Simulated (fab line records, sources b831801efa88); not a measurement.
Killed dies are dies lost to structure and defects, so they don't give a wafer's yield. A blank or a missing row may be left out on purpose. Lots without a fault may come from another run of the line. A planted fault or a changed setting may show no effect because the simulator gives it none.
fab line records | flow sky130 | part 1 of 2: steps 1 to 43 of 44
record lots=6 wafers=18 last_day=51
route steps=708 shown VIA2@522 METAL3@532 CAPM@537 PAD_OPEN@708
lots that met no fault: from a run of the same line without faults
start_h: hours from the record's first day to the start of the lot's first wafer shown | wait_h: hours since the lot's step before | " the same as in the row above | L1.1+2: a row that stands for several wafers | - no value, or no start given | * or withheld: withheld | < > ~ a bound
route shown NAME@n: a module of which the file shows steps, and the number in the route of the first | usual: mean/standard deviation of fault-free wafers | same: alike in all rows | chamber/n: place in a boat | sites: the reading at each site | _std_site: their standard deviation | _edge_site: outer sites' mean less inner sites' | radius_mm: how far each site lies from the wafer's centre | mask NAME#n: copy n | behind: the tool/chamber that last shaped the wafer | hold: why the lot was held/for how many hours/how that ended | device: the transistor (n, p or np) that didn't switch | end of line: the same wafers' tests at the end of the route | a step without rows: its recipe alone | killed: dies lost to structure and defects at the first sort, not the wafer's yield | map: a wafer's dies, x killed, . not, _ none there
set.NAME: the setting as run; set.NAME@STEP: as run at that earlier step | model.NAME: the simulator's own value behind a step, which no gauge read
lots at some steps of the route; a table a step, a row a wafer
services: from which hour (start_h, from the record's first day; less than 0 if before it) a tool's chamber was out of use, for how many hours, and why
## steps
# step SKY_VIA2_ETCH_15
# recipe target=SiO2 chemistry=C4F8/O2/Ar target_depth_nm=546 stop_on=TiN mask_material=KrF-thick source_w=1500 bias_w=1200 pressure_mtorr=40 c4f8_flow_sccm=withheld O2_flow_sccm=6 Ar_flow_sccm=300 time_s=84
# step SKY_VIA2_STRIP_16
# recipe chemistry=O2/N2 power_w=1400 pressure_mtorr=1500 platen_temp_c=withheld o2_flow_sccm=3000 n2_flow_sccm=300 overash_fraction=0.5
# usual drypump_motor_current_A=5.9/0.46 oes_product_au=0.399/0.0047 strip_time_to_endpoint_s=4.046/0.023
# columns lot.wafer tool chamber start_h wait_h drypump_motor_current_A oes_product_au rf_hours_counter_h strip_time_to_endpoint_s
L711.2 plasma_asher-02 1 877.49 0.0 5.4 0.394 42 4.005
L711.3 " 0 " " 5.5 0.389 - 3.986
L711.6 " 0 " " 5.4 0.396 - 4.034
L718.2 plasma_asher-02 0 924.87 0.0 5.5 0.390 48 4.059
L718.5 " 1 " " 5.4 0.397 - 4.057
L718.6 " 0 " " 5.5 0.401 - 4.058
L719.1 plasma_asher-04 0 928.76 0.0 5.5 0.400 20 4.069
L719.3 " 1 " " 5.6 0.393 - 4.057
L719.5 " 0 " " 5.5 0.396 - 4.074
L720.1 plasma_asher-04 0 936.14 0.0 5.5 0.401 20 4.031
L720.4 " 0 " " 5.5 0.398 - 4.056
L720.5 " 0 " " 5.5 0.404 - 4.060
L721.2 plasma_asher-01 1 939.61 0.0 6.5 0.401 84 4.005
L721.3 " 0 " " 6.4 0.397 - 4.041
L721.4 " 1 " " 6.5 0.396 - 4.056
L733.2 plasma_asher-01 0 1030.76 0.0 6.4 0.394 95 4.033
L733.3 " 1 " " 6.5 0.401 - 4.059
L733.5 " 0 " " 6.4 0.398 - 4.031
# step SKY_VIA2_STRIP_17
# recipe chemistry=post_etch_residue_remover time_s=1200 temp_c=72.5
# step SKY_VIA2_CLEAN_18
# recipe chemistry=IPA time_s=180 temp_c=25
# step SKY_VIA2_CLEAN_19
# recipe chemistry=O3/DIW dry=n2_spin
# step SKY_VIA2_SPUTTER_20
# recipe material=TiN target_thk_nm=20 chamber_pressure_pa=5 power_w=4000 time_s=80
# usual chamber_pressure_pa=4.999/0.01 throttle_valve_pct=29.6/1.2
# columns lot.wafer tool chamber start_h wait_h chamber_pressure_pa throttle_valve_pct
L711.2 pvd_sputter-01 - 878.09 0.0 5.003 30.5
L711.3 " - " " 5.004 30.3
L711.6 " - " " 5.012 28.7
L718.2 pvd_sputter-01 - 925.47 0.0 4.988 28.6
L718.5 " - " " 4.992 30.2
L718.6 " - " " 4.984 30.8
L719.1 pvd_sputter-04 - 929.35 0.0 5.006 31.2
L719.3 " - " " 5.007 28.6
L719.5 " - " " 5.008 29.6
L720.1 pvd_sputter-03 - 936.73 0.0 4.995 27.5
L720.4 " - " " 4.997 30.0
L720.5 " - " " 4.991 31.2
L721.2 pvd_sputter-04 - 940.20 0.0 4.995 28.7
L721.3 " - " " 4.994 30.3
L721.4 " - " " 4.999 31.3
L733.2 pvd_sputter-01 - 1031.45 0.0 5.002 28.7
L733.3 " - " " 5.011 30.2
L733.5 " - " " 4.991 28.6
# step SKY_VIA2_CVD_21
# recipe material=W target_thk_nm=420 time_s=126.4 temp_c=400 pressure_torr=40
# step SKY_VIA2_RS_MEAS_22
# recipe thk_meas_gauge=four-point-probe reads=W_of_VIA2_CVD_21+TiN_of_VIA2_SPUTTER_20
# usual VIA2_W_RS=0.272/0.0055
# columns lot.wafer tool chamber start_h wait_h VIA2_W_RS[ohm/sq]
L711.2 film_metro-02 - 878.30 0.1 0.262
L711.3 " - " " 0.278
L711.6 " - " " 0.277
L718.2 film_metro-03 - 925.68 0.1 0.267
L718.5 " - " " 0.265
L718.6 " - " " 0.279
L719.1 film_metro-02 - 929.54 0.1 0.272
L719.3 " - " " 0.272
L719.5 " - " " 0.270
L720.1 film_metro-01 - 936.92 0.1 0.272
L720.4 " - " " 0.272
L720.5 " - " " 0.271
L721.2 film_metro-03 - 940.41 0.1 0.272
L721.3 " - " " 0.274
L721.4 " - " " 0.271
L733.2 film_metro-03 - 1031.79 0.2 0.278
L733.3 " - " " 0.280
L733.5 " - " " 0.278
# step SKY_VIA2_THK_MEAS_23
# recipe thk_meas_gauge=xrf reads=W_of_VIA2_CVD_21
# usual VIA2_W_THK=408/9.1
# columns lot.wafer tool chamber start_h wait_h VIA2_W_THK[nm]
L711.2 film_metro-02 - 878.41 0.1 423
L711.3 " - " " 402
L711.6 " - " " 400
L718.2 film_metro-03 - 925.79 0.1 413
L718.5 " - " " 419
L718.6 " - " " 398
L719.1 film_metro-02 - 929.66 0.1 413
L719.3 " - " " 411
L719.5 " - " " 416
L720.1 film_metro-01 - 937.04 0.1 409
L720.4 " - " " 408
L720.5 " - " " 412
L721.2 film_metro-03 - 940.52 0.1 403
L721.3 " - " " 402
L721.4 " - " " 408
L733.2 film_metro-03 - 1031.90 0.1 397
L733.3 " - " " 396
L733.5 " - " " 399
# step SKY_VIA2_CMP_24
# recipe stop_on=SiO2 t_overpolish_s=20 down_force_psi=3.5 platen_rpm=60 target_thk_nm=0 pad_velocity_m_s=0.94248
# usual head_pressure_psi=3.500/0.0077 motor_current_A=11.9/1.5 overpolish_run_s=20.001/0.0086 slurry_flow_ml_min=150.0/0.43 time_to_endpoint_s=102/4.8
# columns lot.wafer tool chamber start_h wait_h head_pressure_psi motor_current_A overpolish_run_s slurry_flow_ml_min time_to_endpoint_s
L711.2 cmp-02 3 878.51 0.1 3.511 10.6 19.999 150.6 103
L711.3 " 0 " " 3.496 9.4 20.001 149.2 98
L711.6 " 2 " " 3.503 12.4 19.995 150.0 97
L718.2 cmp-02 1 925.84 0.0 3.499 11.9 19.999 150.1 96
L718.6 " 1 " " 3.495 11.9 19.990 149.0 92
L718.5 " 2 " " 3.499 12.6 19.995 149.3 98
L719.1 cmp-02 3 929.77 0.1 3.503 9.8 19.987 149.3 106
L719.3 " 0 " " 3.492 9.3 19.994 150.7 107
L719.5 " 3 " " 3.492 10.6 20.001 149.6 105
L720.4 cmp-01 2 937.20 0.1 3.504 12.0 20.002 150.2 101
L720.1 " 3 " " 3.503 14.3 20.006 150.0 107
L720.5 " 0 " " 3.499 12.4 20.006 150.1 109
L721.4 cmp-01 0 940.62 0.1 3.486 12.4 19.994 150.8 108
L721.3 " 1 " " 3.500 11.3 19.997 149.8 105
L721.2 " 2 " " 3.506 12.0 20.014 150.1 104
L733.2 cmp-01 2 1032.00 0.1 3.499 12.2 19.981 149.8 100
L733.3 " 3 " " 3.491 14.7 20.006 149.6 101
L733.5 " 2 " " 3.501 12.1 20.001 149.7 103
# step SKY_METAL3_SPUTTER_00
# recipe material=Ti target_thk_nm=15 power_w=3000 time_s=10 chamber_pressure_pa=0.4
# usual chamber_pressure_pa=0.3999/0.0008 throttle_valve_pct=29.5/0.9
# columns lot.wafer tool chamber start_h wait_h chamber_pressure_pa throttle_valve_pct
L711.2 pvd_sputter-03 - 878.76 0.2 0.3992 27.7
L711.3 " - " " 0.3988 31.2
L711.6 " - " " 0.4018 29.7
L718.2 pvd_sputter-02 - 926.14 0.2 0.3988 29.7
L718.5 " - " " 0.3994 29.5
L718.6 " - " " 0.3989 29.4
L719.1 pvd_sputter-02 - 930.02 0.2 0.4002 29.5
L719.3 " - " " 0.4001 29.4
L719.5 " - " " 0.4004 29.5
L720.1 pvd_sputter-02 - 937.40 0.1 0.3994 29.4
L720.4 " - " " 0.4004 29.7
L720.5 " - " " 0.3994 30.3
L721.2 pvd_sputter-03 - 940.87 0.1 0.4007 31.1
L721.3 " - " " 0.3998 27.6
L721.4 " - " " 0.3995 28.5
L733.2 pvd_sputter-01 - 1032.25 0.2 0.3989 30.9
L733.3 " - " " 0.3996 28.9
L733.5 " - " " 0.4001 28.7
# step SKY_METAL3_SPUTTER_01
# recipe material=TiN target_thk_nm=20 power_w=6500 time_s=16.7 chamber_pressure_pa=0.4
# step SKY_METAL3_SPUTTER_02
# recipe material=AlCu target_thk_nm=735 power_w=10600 time_s=39.1 chamber_pressure_pa=0.4
# usual chamber_pressure_pa=0.4000/0.0008 throttle_valve_pct=29.6/0.92
# columns lot.wafer tool chamber start_h wait_h chamber_pressure_pa throttle_valve_pct model.AlCu_of_METAL3_SPUTTER_02.thk_nm
L711.2 pvd_sputter-03 - 878.81 0.0 0.3985 27.5 747.1
L711.3 " - " " 0.3997 31.5 743.6
L711.6 " - " " 0.3994 29.7 744.3
L718.2 pvd_sputter-02 - 926.19 0.0 0.4004 29.4 739.5
L718.5 " - " " 0.4002 29.4 737.2
L718.6 " - " " 0.4003 29.5 729.4
L719.1 pvd_sputter-02 - 930.07 0.0 0.4964 26.4 679.7
L719.3 " - " " 0.4952 26.3 692.8
L719.5 " - " " 0.4955 26.2 684.4
L720.1 pvd_sputter-02 - 937.45 0.0 0.4954 26.5 694.8
L720.4 " - " " 0.4962 26.2 699.2
L720.5 " - " " 0.4961 27.2 705.1
L721.2 pvd_sputter-03 - 940.92 0.0 0.3995 30.8 743
L721.3 " - " " 0.3990 27.6 748
L721.4 " - " " 0.3993 28.6 749.8
L733.2 pvd_sputter-01 - 1032.30 0.0 0.4003 30.9 736.5
L733.3 " - " " 0.4013 28.8 740.6
L733.5 " - " " 0.3999 28.4 741.6
# step SKY_METAL3_SPUTTER_03
# recipe material=Ti target_thk_nm=5 power_w=3000 time_s=3.3 chamber_pressure_pa=0.4
# step SKY_METAL3_SPUTTER_04
# recipe material=TiN target_thk_nm=70 power_w=6500 time_s=58.3 chamber_pressure_pa=0.4
# step SKY_CAPM_CVD_00
# recipe material=SiO2 target_thk_nm=15.5 temp_c=400 time_s=withheld rf_w=450
# usual heater_power_w=692/100
# columns lot.wafer tool chamber start_h wait_h heater_power_w
L711.2 pecvd-02 1 878.91 0.0 671
L711.3 " 0 " " 667
L711.6 " 0 " " 646
L718.2 pecvd-04 1 926.29 0.0 924
L718.5 " 0 " " 853
L718.6 " 2 " " 919
L719.1 pecvd-02 1 930.18 0.0 596
L719.3 " 2 " " 571
L719.5 " 2 " " 552
L720.1 pecvd-02 0 937.55 0.0 667
L720.4 " 2 " " 519
L720.5 " 0 " " 657
L721.2 pecvd-04 2 941.03 0.0 754
L721.3 " 0 " " 886
L721.4 " 2 " " 786
L733.2 pecvd-02 0 1032.41 0.0 672
L733.3 " 2 " " 581
L733.5 " 2 " " 569
# step SKY_CAPM_THK_MEAS_01
# recipe reads=SiO2_of_CAPM_CVD_00
# usual CAPM_CVD_00_THK=15.50/0.22
# columns lot.wafer tool chamber start_h wait_h CAPM_CVD_00_THK[nm]
L711.2 film_metro-01 - 878.94 - 15.74
L711.3 " - " " 15.11
L711.6 " - " " 15.53
L718.2 film_metro-03 - 926.32 - 15.17
L718.5 " - " " 15.37
L718.6 " - " " 15.61
L719.1 film_metro-04 - 930.20 - 15.54
L719.3 " - " " 15.54
L719.5 " - " " 15.67
L720.1 film_metro-03 - 937.58 - 15.44
L720.4 " - " " 15.93
L720.5 " - " " 15.75
L721.2 film_metro-01 - 941.06 - 15.16
L721.3 " - " " 15.40
L721.4 " - " " 15.41
L733.2 film_metro-04 - 1032.44 - 15.09
L733.3 " - " " 15.11
L733.5 " - " " 15.30
# step SKY_CAPM_SPUTTER_02
# recipe material=TiN target_thk_nm=200 temp_c=300 power_w=6500 time_s=166.7 chamber_pressure_pa=0.4
# step SKY_CAPM_RS_MEAS_03
# recipe thk_meas_gauge=four-point-probe reads=TiN_of_CAPM_SPUTTER_02
# usual CAPM_TIN_RS=6.91/0.079
# columns lot.wafer tool chamber start_h wait_h CAPM_TIN_RS[ohm/sq]
L711.2 film_metro-04 - 879.12 0.1 6.88
L711.3 " - " " 6.76
L711.6 " - " " 6.89
L718.2 film_metro-03 - 926.50 0.1 6.90
L718.5 " - " " 6.93
L718.6 " - " " 6.93
L719.1 film_metro-01 - 930.37 0.1 6.93
L719.3 " - " " 6.89
L719.5 " - " " 6.89
L720.1 film_metro-01 - 937.74 0.1 6.88
L720.4 " - " " 6.95
L720.5 " - " " 6.90
L721.2 film_metro-03 - 941.24 0.1 7.03
L721.3 " - " " 7.08
L721.4 " - " " 7.13
L733.2 film_metro-03 - 1032.62 0.1 6.90
L733.3 " - " " 6.86
L733.5 " - " " 6.99
# step SKY_CAPM_THK_MEAS_04
# recipe thk_meas_gauge=xrf reads=TiN_of_CAPM_SPUTTER_02
# usual CAPM_TIN_THK=201.1/2.4
# columns lot.wafer tool chamber start_h wait_h CAPM_TIN_THK[nm]
L711.2 film_metro-04 - 879.23 0.1 204.9
L711.3 " - " " 207.2
L711.6 " - " " 204.7
L718.2 film_metro-03 - 926.61 0.1 200.3
L718.5 " - " " 199.4
L718.6 " - " " 200.1
L719.1 film_metro-01 - 930.49 0.1 198.4
L719.3 " - " " 199.8
L719.5 " - " " 200.2
L720.1 film_metro-01 - 937.86 0.1 200.7
L720.4 " - " " 199.2
L720.5 " - " " 200.3
L721.2 film_metro-03 - 941.35 0.1 197.2
L721.3 " - " " 195.5
L721.4 " - " " 195.1
L733.2 film_metro-03 - 1032.73 0.1 201.2
L733.3 " - " " 201.8
L733.5 " - " " 198.0
# step SKY_CAPM_DEHYDRATE_05
# recipe temp_c=200 time_s=60
# step SKY_CAPM_HMDS_06
# recipe prime_time_s=60 prime_temp_c=120
# step SKY_CAPM_COAT_07
# recipe resist=NOVOLAK spin_rpm=3000 resist_thk_nm=1140
# step SKY_CAPM_SOFTBAKE_08
# recipe temp_c=90 time_s=60 resist=NOVOLAK
# step SKY_CAPM_EXPOSE_09
# recipe mask_id=CAPM na=0.6 source_shape=conventional sigma_outer=0.6 polarization=unpolarized target_cd_nm=1000 dose_mj=159
# step SKY_CAPM_PEB_10
# recipe temp_c=withheld time_s=* resist=NOVOLAK
# step SKY_CAPM_DEVELOP_11
# recipe resist=NOVOLAK developer=TMAH develop_time_s=60 dev_temp_c=23
# step SKY_CAPM_OVL_MEAS_12
# usual CAPM_OVL=-0.8/1.8
# columns lot.wafer tool chamber start_h wait_h CAPM_OVL[nm]
L711.2 overlay-01 - 904.82 0.1 -3.2
L711.3 " - " " 0.1
L711.6 " - " " 1.4
L718.2 overlay-01 - 951.82 0.1 2.4
L718.5 " - " " 3.1
L718.6 " - " " 3.1
L719.1 overlay-01 - 954.51 0.1 -0.9
L719.3 " - " " -1.6
L719.5 " - " " -1.6
L720.1 overlay-01 - 962.96 0.1 2.0
L720.4 " - " " -0.1
L720.5 " - " " 2.0
L721.2 overlay-02 - 965.65 0.1 0.6
L721.3 " - " " 2.1
L721.4 " - " " -0.8
L733.2 overlay-02 - 1056.00 0.1 -1.3
L733.3 " - " " -3.2
L733.5 " - " " -3.2
# step SKY_CAPM_METAL_ETCH_13
# recipe target_depth_nm=220 stop_on=SiO2 chemistry=Cl2/BCl3 target=TiN pressure_mtorr=10 icp_w=900 bias_w=48.5 Cl2_flow_sccm=60 bcl3_flow_sccm=30 time_s=62.9
# step SKY_CAPM_STRIP_14
# recipe chemistry=O2/N2 power_w=1400 pressure_mtorr=1500 platen_temp_c=withheld o2_flow_sccm=3000 n2_flow_sccm=300 overash_fraction=0.5
# step SKY_CAPM_STRIP_15
# recipe chemistry=post_etch_residue_remover time_s=1200 temp_c=72.5
# step SKY_CAPM_CLEAN_16
# recipe chemistry=IPA time_s=180 temp_c=25
# step SKY_CAPM_CLEAN_17
# recipe chemistry=O3/DIW dry=n2_spin
# step SKY_METAL3_DEHYDRATE_05
# recipe temp_c=200 time_s=60
# step SKY_METAL3_HMDS_06
# recipe prime_time_s=60 prime_temp_c=120
# step SKY_METAL3_COAT_07
# recipe resist=BARC temp_c=withheld time_s=withheld spin_rpm=3000 resist_thk_nm=60
# step SKY_METAL3_COAT_08
# recipe resist=KrF-thick spin_rpm=3000 resist_thk_nm=1140
# step SKY_METAL3_SOFTBAKE_09
# recipe temp_c=100 time_s=90 resist=KrF-thick
# step SKY_METAL3_EXPOSE_10
# recipe mask_id=MM3 na=0.68 source_shape=annular sigma_inner=0.4 sigma_outer=0.8 target_cd_nm=300 dose_mj=28
# step SKY_METAL3_PEB_11
# recipe peb_temp_c=withheld peb_time_s=withheld resist=KrF-thick
# step SKY_METAL3_DEVELOP_12
# recipe develop_time_s=60 resist=KrF-thick dev_temp_c=21
# step SKY_METAL3_CD_MEAS_13
# recipe target_cd_nm=300
# usual cd_nm=299.7/1.5
# columns lot.wafer tool chamber start_h wait_h cd_nm
L711.2 cd_sem-01 - 932.16 - 301.0
L711.3 " - " " 299.9
L711.6 " - " " 300.6
L718.2 cd_sem-01 - 976.60 - 300.8
L718.5 " - " " 300.4
L718.6 " - " " 300.5
L719.1 cd_sem-02 - 979.64 - 299.8
L719.3 " - " " 299.8
L719.5 " - " " 300.1
L720.1 cd_sem-01 - 987.30 - 297.7
L720.4 " - " " 297.5
L720.5 " - " " 298.5
L721.2 cd_sem-01 - 989.80 - 296.7
L721.3 " - " " 298.0
L721.4 " - " " 297.9
L733.2 cd_sem-01 - 1078.72 - 302.7
L733.3 " - " " 302.2
L733.5 " - " " 301.8
# step SKY_METAL3_METAL_ETCH_18
# recipe target_depth_a=8450 stop_on=SiO2 over_etch_frac=0.3 time_s=183.1 chemistry=Cl2/BCl3 resist_sidewall_deg=88 pressure_mtorr=10 icp_w=900 bias_w=48.5 Cl2_flow_sccm=60 bcl3_flow_sccm=30
# usual drypump_motor_current_A=6.1/0.45 oes_product_au=0.865/0.0065 throttle_valve_pct=22.264/0.009
# columns lot.wafer tool chamber start_h wait_h drypump_motor_current_A oes_product_au rf_hours_counter_h throttle_valve_pct model.METAL3.feature_depth_nm model.etch.depth_nm
L711.2 rie_metal-04 0 932.44 0.0 6.2 0.866 9 22.271 876.7 876.7
L711.3 " 0 " " 6.1 0.873 - 22.270 873 873
L711.6 " 1 " " 6.8 0.868 - 22.259 875.4 875.4
L718.2 rie_metal-04 1 976.88 0.0 6.8 0.870 18 22.263 869.6 869.6
L718.5 " 1 " " 6.9 0.868 - 22.243 866.6 866.6
L718.6 " 0 " " 6.2 0.860 - 22.265 858.2 858.2
L719.1 rie_metal-02 1 979.94 0.0 5.8 0.838 16 22.247 810 810
L719.3 " 0 " " 6.2 0.834 - 22.279 822.2 822.2
L719.5 " 0 " " 6.2 0.843 - 22.256 813.7 813.7
L720.1 rie_metal-02 0 987.60 0.0 6.3 0.845 14 22.263 824.2 824.2
L720.4 " 0 " " 6.2 0.847 - 22.264 828.4 828.4
L720.5 " 0 " " 6.3 0.849 - 22.266 835.1 835.1
L721.2 rie_metal-02 1 990.08 0.0 5.8 0.873 16 22.262 872.7 872.7
L721.3 " 0 " " 6.2 0.872 - 22.262 878.1 878.1
L721.4 " 1 " " 5.8 0.873 - 22.251 879.5 879.5
L733.2 rie_metal-04 1 1079.00 0.0 6.8 0.875 0 22.274 864.3 864.3
L733.3 " 1 " " 6.8 0.863 - 22.272 868 868
L733.5 " 1 " " 6.8 0.872 - 22.265 870 870
## key
first_sign step=SKY_METAL3_SPUTTER_02 reading=chamber_pressure_pa direction=up sigmas=99+ usual=0.4000 struck=0.4958
effect step=SKY_METAL3_SPUTTER_02 reading=throttle_valve_pct direction=down sigmas=3.3 usual=29.6 struck=26.5
effect step=SKY_METAL3_METAL_ETCH_18 reading=oes_product_au direction=down sigmas=3.5 usual=0.865 struck=0.843
model_effect step=SKY_METAL3_SPUTTER_02 value=AlCu_of_METAL3_SPUTTER_02.thk_nm without=728.3 struck=692.7
model_effect step=SKY_METAL3_METAL_ETCH_18 value=METAL3.feature_depth_nm without=858 struck=822.3
model_effect step=SKY_PAD_OPEN_PROBE_99 value=etest.met3.line_ohm_um without=0.1451 struck=0.1527
met_at SKY_METAL3_SPUTTER_02
struck_wafers L719.1,L719.3,L719.5,L720.1,L720.4,L720.5
onset_between 926.19 930.07
fault kind=process_parameter_drift tool=pvd_sputter-02 chamber=- onset_h=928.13 steps=SKY_METAL3_SPUTTER_02 channel=chamber_pressure_pa offset=0.096138 shape=step end_h=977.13 acts_in=these_recipes_only stated=0.4
